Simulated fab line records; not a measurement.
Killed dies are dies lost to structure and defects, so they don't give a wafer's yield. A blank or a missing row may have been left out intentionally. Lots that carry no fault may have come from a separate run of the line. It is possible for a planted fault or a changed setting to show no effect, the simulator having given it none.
A struck lot beside a sound one || flow sky130 || 15 steps out of a route of 708
Sound: wafers L936.2, L936.4, L936.6. Struck: wafer L947.3. (L947.1, L947.2 of the same lot were not struck and are left out.) The cause comes at the end.
For every step that has rows: the tool of each side, followed by ch and its chambers, followed by its first start. Under that, the readings that differ: sound wafers || struck wafers || difference of the means || sigmas: that difference in standard deviations of wafers without a fault.
alike: readings whose means differ by less than 2 such deviations, and words and numbers that are the same on both sides. not compared: withheld readings, readings that some wafer has no value for, bounds like >300 that may hide the same value, and numbers for which the record gives no deviation and whose values overlap.
A row with sigmas, a row that says differs or no value, or rows on one side alone: a step with any of these is where the two part. Non-overlapping numbers with no deviation appear without sigmas and do not part them. Lack of a reading on every wafer of one side parts them only where that side has two or more wafers.

first, 1 step without rows for these wafers: SKY_METAL5_CLEAN_19 (cleans in O3/DIW).
SKY_PASSIVATION_CVD_00: deposits SiO2, target thk 90 nm.
  sound on pecvd-02 ch 1,2, day 44 03:41; struck on pecvd-04 ch 0, day 47 10:05
{"reading": "rfFwdPowerW (W)", "sound": "592.4 591.7 593.5", "struck": 584.4, "difference": -8.1, "sigmas": -3}
  alike: heaterPowerW
SKY_PASSIVATION_THK_MEAS_01:
  struck on filmMetro-03, day 47 10:12; sound on filmMetro-03, day 44 03:43
  alike: PASSIVATION_CVD_00_THK
SKY_PASSIVATION_CVD_02: deposits Si3N4, target thk 540 nm.
  sound on pecvd-04 ch 0,1,2, day 44 03:46; struck on pecvd-02 ch 1, day 47 10:16
  alike: heaterPowerW, rfFwdPowerW
SKY_PASSIVATION_THK_MEAS_03:
  struck on filmMetro-03, day 47 10:29; sound on filmMetro-01, day 44 04:00
  alike: PASSIVATION_CVD_02_THK
then, 7 steps without rows for these wafers: SKY_PASSIVATION_DEHYDRATE_04 (time 60 s); SKY_PASSIVATION_HMDS_05 (prime time 60 s); SKY_PASSIVATION_COAT_06 (resist thk 3000 nm); SKY_PASSIVATION_SOFTBAKE_07; SKY_PASSIVATION_EXPOSE_08 (exposes mask NSM, target cd 3000 nm); SKY_PASSIVATION_PEB_09; SKY_PASSIVATION_DEVELOP_10 (develop time 60 s).
SKY_PASSIVATION_ETCH_11: etches the open film in CF4/O2, stops on AlCu, target depth 725 nm, time 161.1 s.
  sound on rieDiel-02 ch 2,3, day 45 01:40; struck on rieDiel-04 ch 3, day 48 05:47
{"reading": "oesProductAu (a.u.)", "sound": "0.972 0.976 0.990", "struck": 0.922, "difference": -0.057, "sigmas": -8}
{"reading": "rfFwdPowerW (W)", "sound": "798.2 792.2 796.8", "struck": 801.8, "difference": "+6.1", "sigmas": "+3"}
{"reading": "throttleValvePct (%)", "sound": "5.970 5.960 5.976", "struck": 5.938, "difference": -0.031, "sigmas": -4}
{"reading": "model.etch.depthNm (nm)", "sound": "698.6 706.8 707.6", "struck": 633, "difference": -71, "sigmas": ""}
{"reading": "model.PASSIVATION.featureDepthNm (nm)", "sound": "698.6 706.8 707.6", "struck": 633, "difference": -71, "sigmas": ""}
{"reading": "model.coat_of_PASSIVATION_COAT_06.thkNm (nm)", "sound": "2505 2492 2498", "struck": 2562, "difference": "+64", "sigmas": ""}
  alike: drypumpMotorCurrentA
  not compared: rfHoursCounterH
SKY_PASSIVATION_STRIP_12: strips in O2/N2.
  sound on plasmaAsher-03 ch 0, day 45 01:47; struck on plasmaAsher-03 ch 1, day 48 05:53
{"reading": "stripTimeToEndpointS (s)", "sound": "31.39 31.25 31.29", "struck": 32.04, "difference": "+0.73", "sigmas": "+6"}
  alike: drypumpMotorCurrentA, oesProductAu
  not compared: rfHoursCounterH
then, 1 step without rows for these wafers: SKY_PAD_OPEN_DEHYDRATE_00 (time 60 s).

WHERE THEY PART
Earliest at SKY_PASSIVATION_CVD_00; latest, in this record, at SKY_PASSIVATION_STRIP_12.

WHY: what the simulator had put in
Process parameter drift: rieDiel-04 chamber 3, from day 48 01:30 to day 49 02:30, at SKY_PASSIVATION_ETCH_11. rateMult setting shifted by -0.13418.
